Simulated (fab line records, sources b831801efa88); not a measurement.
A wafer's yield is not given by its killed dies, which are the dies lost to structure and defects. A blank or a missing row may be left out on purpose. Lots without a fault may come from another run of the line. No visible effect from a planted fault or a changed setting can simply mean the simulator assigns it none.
Matching of chambers | flow gf180mcu | GF_V1_CMP_26 on cmp-01 has 4 sister chambers
The step polishes, stops on SiO2, t overpolish 15 s, target thk 0 nm. 17 wafers are shown with their chamber, then 8 later ones without.

== WAFERS WITH THEIR CHAMBER ==
wafer  | chamber | motorCurrentA (A) | timeToEndpointS (s) | slurryFilterDpKPa (kPa)
L615.2 | 3       | 11.9              | 76                  | 13.56
L615.3 | 2       | 12.4              | 76                  | 13.38
L615.6 | 3       | 11.9              | 77                  | 13.57
L616.1 | 0       | 10.7              | 89                  | 13.50
L616.5 | 3       | 12.4              | 80                  | 13.52
L616.6 | 2       | 12.0              | 82                  | 13.33
L619.2 | 0       | 10.5              | 89                  | 13.63
L619.5 | 0       | 10.3              | 85                  | 13.62
L619.6 | 3       | 11.9              | 78                  | 13.65
L624.1 | 0       | 11.1              | 87                  | 13.48
L624.3 | 1       | 10.9              | 87                  | 13.73
L624.6 | 0       | 10.5              | 83                  | 13.72
L625.2 | 3       | 12.6              | 72                  | 13.47
L625.3 | 2       | 12.1              | 76                  | 13.20
L625.4 | 1       | 10.8              | 83                  | 13.53
L629.2 | 0       | 10.7              | 82                  | 13.41
L629.5 | 1       | 11.3              | 82                  | 13.56

SIGNATURES, as means of the wafers listed above
reading           | chamber 0 | chamber 1 | chamber 2 | chamber 3 | scatter within a chamber
motorCurrentA     | 10.633    | 11.000    | 12.167    | 12.140    | 0.284
timeToEndpointS   | 85.83     | 84.00     | 78.00     | 76.60     | 3.01
slurryFilterDpKPa | 13.5600   | 13.6067   | 13.3033   | 13.5540   | 0.098
Rule: for a wafer and a chamber, the distance is found by dividing, reading by reading, the gap between the wafer's reading and the chamber's mean by the reading's scatter, squaring, summing and taking the root. The wafer belongs to the nearest chamber; if the next one is less than 2 further off, it can't be placed. The scatter: take each reading less its chamber's mean, square it, sum over the shown wafers, divide by the number of wafers less the number of chambers, and take the root.

== WAFERS WITH NO CHAMBER GIVEN ==
wafer  | motorCurrentA (A) | timeToEndpointS (s) | slurryFilterDpKPa (kPa)
L629.6 | 12.5              | 79                  | 13.50
L630.3 | 10.1              | 86                  | 13.64
L630.4 | 11.5              | 75                  | 13.33
L630.6 | 10.2              | 85                  | 13.57
L631.2 | 13.0              | 80                  | 13.78
L631.3 | 12.0              | 78                  | 13.62
L631.4 | 11.1              | 85                  | 13.46
L634.5 | 12.5              | 80                  | 13.65

== EACH ONE'S CHAMBER ==
wafer  | from the rows above          | in truth
L629.6 | can't be placed: 3 or 2      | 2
L630.3 | can't be placed: 0 or 1      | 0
L630.4 | can't be placed: 2 or 3 or 1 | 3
L630.6 | can't be placed: 0 or 1      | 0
L631.2 | can't be placed: 3 or 2      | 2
L631.3 | 3                            | 3
L631.4 | can't be placed: 1 or 0      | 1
L634.5 | can't be placed: 3 or 2      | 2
Placed correctly: 1 of 8. From these rows, 7 cannot be placed; in 7 the true chamber is one of the candidates. 0 placed wrongly.
